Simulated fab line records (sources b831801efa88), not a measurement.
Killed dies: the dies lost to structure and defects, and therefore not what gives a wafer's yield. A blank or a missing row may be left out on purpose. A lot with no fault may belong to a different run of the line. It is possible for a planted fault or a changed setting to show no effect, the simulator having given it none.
Chamber matching :: flow sky130 :: SKY_VIA3_ETCH_14 on rieDiel-02 has 4 sister chambers
The step etches BARC in N2/H2, stops on SiO2, time 45.9 s, target depth 60 nm. 8 wafers are shown with their chamber, then 8 later ones without.

WAFERS, EACH WITH ITS CHAMBER
wafer: L081.1
chamber: 0
drypumpMotorCurrentA (A): 5.5
throttleValvePct (%): 13.234

wafer: L081.6
chamber: 1
drypumpMotorCurrentA (A): 5.4
throttleValvePct (%): 13.231

wafer: L085.1
chamber: 1
drypumpMotorCurrentA (A): 5.4
throttleValvePct (%): 13.218

wafer: L085.4
chamber: 3
drypumpMotorCurrentA (A): 5.5
throttleValvePct (%): 13.234

wafer: L088.1
chamber: 0
drypumpMotorCurrentA (A): 5.6
throttleValvePct (%): 13.243

wafer: L088.2
chamber: 2
drypumpMotorCurrentA (A): 6.2
throttleValvePct (%): 13.251

wafer: L088.5
chamber: 3
drypumpMotorCurrentA (A): 5.5
throttleValvePct (%): 13.224

wafer: L090.1
chamber: 2
drypumpMotorCurrentA (A): 6.2
throttleValvePct (%): 13.222

WAFERS WHOSE CHAMBER IS MISSING
wafer: L090.2
drypumpMotorCurrentA (A): 5.5
throttleValvePct (%): 13.222

wafer: L090.6
drypumpMotorCurrentA (A): 5.5
throttleValvePct (%): 13.216

wafer: L097.1
drypumpMotorCurrentA (A): 5.4
throttleValvePct (%): 13.211

wafer: L097.2
drypumpMotorCurrentA (A): 6.2
throttleValvePct (%): 13.224

wafer: L097.3
drypumpMotorCurrentA (A): 5.5
throttleValvePct (%): 13.228

wafer: L097.4
drypumpMotorCurrentA (A): 5.5
throttleValvePct (%): 13.214

wafer: L097.5
drypumpMotorCurrentA (A): 6.2
throttleValvePct (%): 13.228

wafer: L097.6
drypumpMotorCurrentA (A): 5.4
throttleValvePct (%): 13.219

THE CHAMBER EACH PASSED THROUGH
wafer: L090.2
from the rows above: can't be placed: 3 or 0
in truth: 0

wafer: L090.6
from the rows above: can't be placed: 3 or 0 or 1
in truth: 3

wafer: L097.1
from the rows above: 1
in truth: 1

wafer: L097.2
from the rows above: 2
in truth: 2

wafer: L097.3
from the rows above: can't be placed: 3 or 0
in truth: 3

wafer: L097.4
from the rows above: can't be placed: 3 or 0 or 1
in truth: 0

wafer: L097.5
from the rows above: 2
in truth: 2

wafer: L097.6
from the rows above: 1
in truth: 1
Correctly placed: 4 of 8. From these rows, 4 cannot be placed; in 4 the true chamber is one of the candidates. Placed wrongly: 0.
How it was worked out, from the rows above alone: a wafer's distance from a chamber is the root of the sum, over the readings, of the square of ((its reading less the chamber's mean) divided by the reading's scatter). If the next closest chamber is less than 2 further off than the closest, the wafer can't be placed; otherwise it belongs to the closest. Each chamber's mean is taken over the wafers shown for it. The scatter: take each reading less its chamber's mean, square it, sum over the shown wafers, divide by the number of wafers less the number of chambers, and take the root.
